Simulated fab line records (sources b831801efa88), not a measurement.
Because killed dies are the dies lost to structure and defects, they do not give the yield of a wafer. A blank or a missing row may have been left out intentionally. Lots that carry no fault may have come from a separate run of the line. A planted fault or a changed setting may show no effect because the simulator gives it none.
What tool caused it? + flow gf180mcu + 12 lots with 36 wafers sampled at 7 steps, on a route of 602 steps

== WHAT THE GAUGES SHOWED, per wafer ==
GF_HV_LDD_CD_MEAS_19 targets a cd of 400 nm.
| lot  | measured     | on        | cd nm (nm)        |
|------|--------------|-----------|-------------------|
| L421 | day 10 23:58 | cd sem-01 | 400.7 399.6 400.5 |
| L424 | day 12 06:23 | cd sem-02 | 398.4 398.0 398.5 |
| L426 | day 12 15:17 | cd sem-02 | 402.3 401.1 402.6 |
| L429 | day 13 14:25 | cd sem-01 | 400.1 400.9 402.1 |
| L430 | day 13 23:42 | cd sem-02 | 402.0 404.0 402.4 |
| L431 | day 14 05:25 | cd sem-02 | 398.9 399.1 399.2 |
| L432 | day 14 12:22 | cd sem-02 | 400.5 400.2 402.4 |
| L433 | day 14 19:11 | cd sem-02 | - - -             |
| L439 | day 16 13:56 | cd sem-02 | 399.8 400.1 401.2 |
| L440 | day 17 00:20 | cd sem-01 | 399.4 399.0 399.6 |
| L442 | day 17 14:46 | cd sem-01 | 402.4 400.3 400.4 |
| L443 | day 18 02:55 | cd sem-01 | 400.4 400.2 399.9 |

GF_HV_LDD_TW_MEAS_23.
| lot  | measured     | on            | HV_LDD_2_TW    |
|------|--------------|---------------|----------------|
| L421 | day 11 00:22 | film metro-01 | 1062 1065 1063 |
| L424 | day 12 06:47 | film metro-02 | 1043 1047 1041 |
| L426 | day 12 15:41 | film metro-02 | 1044 1046 1044 |
| L429 | day 13 14:49 | film metro-02 | 1040 1043 1044 |
| L430 | day 14 00:06 | film metro-04 | 1072 1073 1071 |
| L431 | day 14 05:49 | film metro-02 | 1050 1041 1044 |
| L432 | day 14 12:46 | film metro-02 | 1046 1041 1046 |
| L433 | day 14 19:35 | film metro-01 | 30 30 30       |
| L439 | day 16 14:20 | film metro-04 | 1071 1073 1076 |
| L440 | day 17 00:44 | film metro-01 | 1067 1063 1063 |
| L442 | day 17 15:09 | film metro-02 | 1048 1046 1042 |
| L443 | day 18 03:19 | film metro-02 | 1042 1045 1039 |

GF_HV_LDD_CD_MEAS_31 targets a cd of 400 nm.
| lot  | measured     | on        | cd nm (nm)        |
|------|--------------|-----------|-------------------|
| L421 | day 11 19:16 | cd sem-02 | 404.6 404.6 402.0 |
| L424 | day 13 02:29 | cd sem-02 | 394.7 395.1 395.0 |
| L426 | day 13 12:00 | cd sem-02 | 402.5 402.6 401.7 |
| L429 | day 14 11:35 | cd sem-01 | 397.8 398.9 399.6 |
| L430 | day 14 19:47 | cd sem-02 | 402.4 402.9 404.4 |
| L431 | day 15 02:46 | cd sem-01 | 403.1 402.3 401.3 |
| L432 | day 15 10:16 | cd sem-02 | 400.4 399.4 399.9 |
| L433 | day 15 17:02 | cd sem-02 | 400.5 401.0 403.8 |
| L439 | day 17 12:59 | cd sem-01 | 397.5 397.7 397.0 |
| L440 | day 17 22:47 | cd sem-01 | 403.1 402.0 402.5 |
| L442 | day 18 14:36 | cd sem-02 | 400.5 402.0 403.4 |
| L443 | day 19 02:53 | cd sem-01 | 400.1 400.3 401.0 |

GF_HV_LDD_TW_MEAS_38.
| lot  | measured     | on            | HV_LDD_3_TW    |
|------|--------------|---------------|----------------|
| L421 | day 11 20:07 | film metro-04 | 1464 1456 1454 |
| L424 | day 13 03:20 | film metro-02 | 1415 1425 1416 |
| L426 | day 13 12:51 | film metro-01 | 1437 1437 1438 |
| L429 | day 14 12:26 | film metro-04 | 1452 1459 1467 |
| L430 | day 14 20:38 | film metro-02 | 1425 1422 1426 |
| L431 | day 15 03:37 | film metro-01 | 1442 1443 1436 |
| L432 | day 15 11:07 | film metro-02 | 1434 1431 1435 |
| L433 | day 15 17:53 | film metro-01 | 1608 1601 1603 |
| L439 | day 17 13:49 | film metro-04 | 1455 1465 1465 |
| L440 | day 17 23:37 | film metro-04 | 1458 1462 1467 |
| L442 | day 18 15:26 | film metro-04 | 1468 1467 1464 |
| L443 | day 19 03:44 | film metro-02 | 1420 1411 1411 |

GF_HV_LDD_CD_MEAS_46 targets a cd of 400 nm.
| lot  | measured     | on        | cd nm (nm)        |
|------|--------------|-----------|-------------------|
| L421 | day 12 15:34 | cd sem-02 | 404.0 404.3 405.4 |
| L424 | day 13 23:47 | cd sem-01 | 406.6 406.9 403.6 |
| L426 | day 14 09:05 | cd sem-02 | 401.7 400.3 400.2 |
| L429 | day 15 09:58 | cd sem-02 | 408.8 406.7 406.5 |
| L430 | day 15 17:29 | cd sem-02 | 402.3 406.2 403.8 |
| L431 | day 16 01:07 | cd sem-01 | 406.6 404.3 404.6 |
| L432 | day 16 08:49 | cd sem-02 | 400.4 404.2 403.5 |
| L433 | day 16 15:37 | cd sem-01 | 406.1 404.2 402.3 |
| L439 | day 18 12:56 | cd sem-02 | 400.1 401.1 402.1 |
| L440 | day 18 23:14 | cd sem-01 | 402.6 402.0 401.4 |
| L442 | day 19 15:19 | cd sem-01 | 400.2 399.8 400.8 |
| L443 | day 20 04:34 | cd sem-01 | 402.5 403.8 400.2 |

== WHICH TOOL RAN EACH LOT (tool, then ch and the chambers of the sampled wafers, then the start) ==
| lot  | GF_POLY_GATE_STRIP_14                | GF_HV_LDD_EXPOSE_16                 |
|------|--------------------------------------|-------------------------------------|
| L421 | plasma asher-04 ch 0,1, day 9 11:55  | iline stepper-02 ch 0, day 10 15:43 |
| L424 | plasma asher-04 ch 0,1, day 10 07:28 | iline stepper-02 ch 0, day 11 20:50 |
| L426 | plasma asher-04 ch 1, day 10 22:29   | iline stepper-02 ch 0, day 12 05:26 |
| L429 | plasma asher-04 ch 0,1, day 11 21:11 | iline stepper-02 ch 0, day 13 04:28 |
| L430 | plasma asher-02 ch 0,1, day 12 05:43 | iline stepper-01 ch 0, day 13 13:40 |
| L431 | plasma asher-04 ch 0,1, day 12 10:38 | iline stepper-01 ch 0, day 13 18:44 |
| L432 | plasma asher-01 ch 1, day 12 16:49   | iline stepper-01 ch 0, day 14 02:38 |
| L433 | plasma asher-04 ch 0,1, day 12 23:32 | iline stepper-02 ch 0, day 14 09:05 |
| L439 | plasma asher-01 ch 0,1, day 14 17:10 | iline stepper-02 ch 0, day 16 03:10 |
| L440 | plasma asher-04 ch 0,1, day 15 02:23 | iline stepper-02 ch 0, day 16 13:20 |
| L442 | plasma asher-04 ch 0,1, day 15 15:10 | iline stepper-01 ch 0, day 17 03:39 |
| L443 | plasma asher-04 ch 0,1, day 16 03:46 | iline stepper-01 ch 0, day 17 15:46 |
- GF_POLY_GATE_STRIP_14: strips in O2/N2.
- GF_HV_LDD_EXPOSE_16: exposes mask Pplus LV AREA, target cd 400 nm.

== AS READ BY THE TOOLS THEMSELVES (means over the sampled wafers that have a number; for cases with no such wafer, the mark the record gives instead) ==
GF_POLY_GATE_STRIP_14.
| lot  | tool            | drypump motor current A (A) | heater power w (W) | oes product au (a.u.) |
|------|-----------------|-----------------------------|--------------------|-----------------------|
| L421 | plasma asher-04 | 5.42                        | 294                | 0.508                 |
| L424 | plasma asher-04 | 5.36                        | 301                | 0.511                 |
| L426 | plasma asher-04 | 5.29                        | 307                | 0.507                 |
| L429 | plasma asher-04 | 5.41                        | 292                | 0.505                 |
| L430 | plasma asher-02 | 5.18                        | 319                | 0.507                 |
| L431 | plasma asher-04 | 5.36                        | 297                | 0.506                 |
| L432 | plasma asher-01 | 6.17                        | 289                | 0.504                 |
| L433 | plasma asher-04 | 5.41                        | 286                | 0.510                 |
| L439 | plasma asher-01 | 5.88                        | 357                | 0.508                 |
| L440 | plasma asher-04 | 5.36                        | 301                | 0.507                 |
| L442 | plasma asher-04 | 5.42                        | 293                | 0.504                 |
| L443 | plasma asher-04 | 5.36                        | 301                | 0.505                 |

== THE ANSWER, worked out from the rows above alone ==
Rule: what is usual is taken from the lots themselves. The widest of any qualifying gaps counts: lots, ordered by their means at a reading, are off when they make up no more than a third of the lots, leave a main group of 4 or more, and stand apart from it by 3 or more times the standard deviation of that group's means. A main group whose means are all the same, to the digits that the tables above print for the reading, isn't used. A lot without any number at a reading at which 4 lots or more have one is off too. All remaining lots with rows at the step are treated as sound. The gauges are gone through in route order, then the tools' own readings, and for those a lot's mean is taken as printed above. At the first step where some lot is off, the reading lying furthest off is the one used; lots without a number count as furthest.
Off: L433, at GF_HV_LDD_CD_MEAS_19 (cd nm). Without a number there: L433. The main group: mean 400.5 nm, standard deviation 1.2.
If a tool, at a process step before that reading, ran all the lots that are off and no sound lot after the first of them, it fits. Not tried: the gauges at GF_HV_LDD_CD_MEAS_19; whatever is off there is also off at GF_HV_LDD_TW_MEAS_23, on other tools, and gauge error can't account for it. No candidate that was tried fits.

== WHAT THE SIMULATOR HAD INSERTED ==
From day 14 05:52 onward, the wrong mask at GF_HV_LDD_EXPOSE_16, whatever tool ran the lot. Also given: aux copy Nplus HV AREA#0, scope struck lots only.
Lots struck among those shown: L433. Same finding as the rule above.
